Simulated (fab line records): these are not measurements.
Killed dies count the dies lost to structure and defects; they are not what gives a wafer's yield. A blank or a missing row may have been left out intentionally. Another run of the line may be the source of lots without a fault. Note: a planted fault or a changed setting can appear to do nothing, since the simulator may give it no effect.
One fault seen from 2 desks :: flow sky130 :: numbers are kept per desk, each desk with only its own; the story behind them comes last

METROLOGY DESK
What the gauges read, lot by lot, whatever tool the lot ran on: means of the sampled wafers that have a number. Marked OUT: a lot whose mean sits more than 4 standard deviations from the usual mean, which makes it out of limits; the brackets give that distance.
Columns: A = VIA4_W_THK at SKY_VIA4_THK_MEAS_20, usual 504 nm
lot: L254
first seen here: day 42 20:39
A: 493

lot: L255
first seen here: day 43 05:40
A: 496

lot: L256
first seen here: day 43 08:24
A: 494

lot: L257
first seen here: day 43 16:50
A: 497

lot: L259
first seen here: day 44 06:43
A: 506

lot: L260
first seen here: day 44 14:19
A: 512

lot: L261
first seen here: day 44 18:21
A: 502

lot: L263
first seen here: day 45 07:07
A: 500

lot: L264
first seen here: day 45 16:58
A: 496

lot: L266
first seen here: day 46 08:48
A: 510

lot: L270
first seen here: day 47 09:57
A: 506

lot: L275
first seen here: day 48 20:20
A: 502
This desk's finding: nothing out of limits on any of the 12 lots.

AT THE TOOL OWNER'S DESK: rieDiel-01
The tool's own readings at SKY_VIA3_ETCH_14 (etches BARC in N2/H2, stops on SiO2, time 45.9 s, target depth 60 nm): means of the sampled wafers that have a number, for each lot that ran on this tool. Marked OUT: a lot whose mean sits more than 4 standard deviations from the usual mean, which makes it out of limits; the brackets give that distance.
Columns: A = chamberPressureMTorr at SKY_VIA3_ETCH_14, usual 30.002 mTorr; B = drypumpMotorCurrentA at SKY_VIA3_ETCH_14, usual 5.7 A; C = oesProductAu at SKY_VIA3_ETCH_14, usual 0.854 a.u.; D = throttleValvePct at SKY_VIA3_ETCH_14, usual 13.224 %
lot: L254
first seen here: day 39 17:08
A: 30.006
B: 5.7
C: 0.853
D: 13.227

lot: L255
first seen here: day 40 00:17
A: 30.019
B: 5.5
C: 0.855
D: 13.225

lot: L264
first seen here: day 42 16:59
A: 30.003
B: 5.7
C: 0.852
D: 13.236

lot: L270
first seen here: day 44 14:25
A: 28.023 (-82) OUT
B: 5.6
C: 0.854
D: 13.217
This desk's finding: out of limits on L270; first on L270, day 44 14:25 (chamberPressureMTorr at SKY_VIA3_ETCH_14). Within limits: L254, L255, L264.

ALL TOGETHER
On L270, at day 44 14:25, an alarm was possible from the tool owner's desk.
At the metrology desk, nothing out of limits was observed.
The metrology desk holds a record of L270, inside its limits.
The lots listed all ran SKY_VIA3_ETCH_14 on rieDiel-01.

WHAT WAS PUT IN BY THE SIMULATOR
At SKY_VIA3_ETCH_14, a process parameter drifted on rieDiel-01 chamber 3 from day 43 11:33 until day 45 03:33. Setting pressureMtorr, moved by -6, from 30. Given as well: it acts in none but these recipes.
Struck lots among those shown: L270.
Time in hours from fault onset to the first out-of-limits reading at each desk: the tool owner's desk, 27.
